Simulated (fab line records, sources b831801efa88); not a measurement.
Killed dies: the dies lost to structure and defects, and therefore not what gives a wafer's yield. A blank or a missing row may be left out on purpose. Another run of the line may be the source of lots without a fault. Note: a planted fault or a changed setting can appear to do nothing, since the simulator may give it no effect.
A struck lot beside a sound one | flow sky130 | 16 out of 708 route steps
Sound: wafers L806.4, L806.5, L806.6. Struck: wafer L802.4. (L802.2 of the same lot was not struck and is left out.) The cause comes at the end.
At each step with rows: each side's tool, then ch and its chambers, then its first start. Under that, the readings that differ: sound wafers | struck wafers | difference of the means | sigmas: that difference in standard deviations of wafers without a fault.
alike: same words and numbers on both sides, and readings whose means sit less than 2 such deviations apart. not compared: any withheld reading, any reading some wafer has no value for, any bound like >300 that may hide the same value, and any number with overlapping values for which the record gives no deviation.
The two part at a step that has a row with sigmas, a row that says differs or no value, or rows on one side only. Numbers that don't overlap but have no deviation are shown without sigmas and don't part them. Lack of a reading on every wafer of one side parts them only where that side has two or more wafers.

first, 7 steps without rows for these wafers: SKY_METAL4_HMDS_06 (prime time 60 s); SKY_METAL4_COAT_07 (resist thk 60 nm); SKY_METAL4_COAT_08 (resist thk 1140 nm); SKY_METAL4_SOFTBAKE_09 (time 90 s); SKY_METAL4_EXPOSE_10 (exposes mask MM4, target cd 300 nm); SKY_METAL4_PEB_11; SKY_METAL4_DEVELOP_12 (develop time 60 s).
SKY_METAL4_CD_MEAS_13: target cd 300 nm.
  sound on cdSem-01, day 45 18:08; struck on cdSem-02, day 44 21:24
  alike: cdNm
SKY_METAL4_OVL_MEAS_14:
  sound on overlay-01, day 45 18:13; struck on overlay-01, day 44 21:30
  alike: METAL4_OVL
SKY_METAL4_DESCUM_15: chemistry O2, time 8 s.
  sound on rieMetal-03 ch 0,1, day 45 18:14; struck on rieMetal-02 ch 0, day 44 21:32
  alike: drypumpMotorCurrentA, oesProductAu
  not compared: rfHoursCounterH
SKY_METAL4_ETCH_16: etches BARC in N2/H2, stops on SiO2, time 88.2 s, target depth 60 nm.
  sound on rieMetal-03 ch 0,1, day 45 18:18; struck on rieMetal-02 ch 0, day 44 21:34
  alike: drypumpMotorCurrentA, oesProductAu, throttleValvePct
  not compared: rfHoursCounterH
SKY_METAL4_ETCH_17: etches SiO2 in C4F8/O2/Ar, stops on TiN, time 3.9 s, target depth 15 nm.
  sound on rieDiel-03 ch 1,2,3, day 45 18:22; struck on rieDiel-01 ch 1, day 44 21:40
  alike: oesProductAu
SKY_METAL4_METAL_ETCH_18: etches the open film in Cl2/BCl3, stops on SiO2, target depth 845 nm, time 183.1 s.
  sound on rieMetal-02 ch 0,1, day 45 18:26; struck on rieMetal-01 ch 0, day 44 21:41
reading                                      | sound             | struck  | difference | sigmas
oesProductAu (a.u.)                          | 0.864 0.871 0.881 | 0.759   | -0.113     | -19
overEtchFrac                                 | 0.3 0.3 0.3       | 0.63441 | +0.33441   | 
model.KrF-thick_of_METAL4_COAT_08.thkNm (nm) | 533.3 535.2 543   | 383.3   | -153.9     | 
model.METAL4.cdNm (nm)                       | 298.2 299.3 297.7 | 285.5   | -12.9      | 
model.SiO2_of_VIA3_HDPCVD_00.thkNm (nm)      | 435.6 434.4 435.3 | 427.5   | -7.6       | 
  alike: bcl3FlowSccm, drypumpMotorCurrentA, throttleValvePct
  not compared: rfHoursCounterH
SKY_METAL4_STRIP_19: strips in O2/N2.
  sound on plasmaAsher-01 ch 0,1, day 45 18:35; struck on plasmaAsher-01 ch 0, day 44 21:52
reading                  | sound             | struck | difference | sigmas
oesProductAu (a.u.)      | 0.503 0.505 0.502 | 0.443  | -0.060     | -13
stripTimeToEndpointS (s) | 6.60 6.61 6.70    | 5.08   | -1.56      | -26
  alike: drypumpMotorCurrentA
  not compared: rfHoursCounterH
then, 1 step without rows for these wafers: SKY_METAL4_STRIP_20 (strips in post etch residue remover, time 1200 s).
SKY_PAD_OPEN_PROBE_99:
  rows exist in the record for the sound wafers here (prober-01, day 49 06:28), none for the struck ones

== WHERE THEY PART ==
First at SKY_METAL4_METAL_ETCH_18; last, within this record, at SKY_PAD_OPEN_PROBE_99.

WHY: what had been put in by the simulator
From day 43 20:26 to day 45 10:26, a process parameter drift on rieMetal-01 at SKY_METAL4_METAL_ETCH_18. A move of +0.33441 in setting overEtchFrac, from 0.3. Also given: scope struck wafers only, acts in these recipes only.
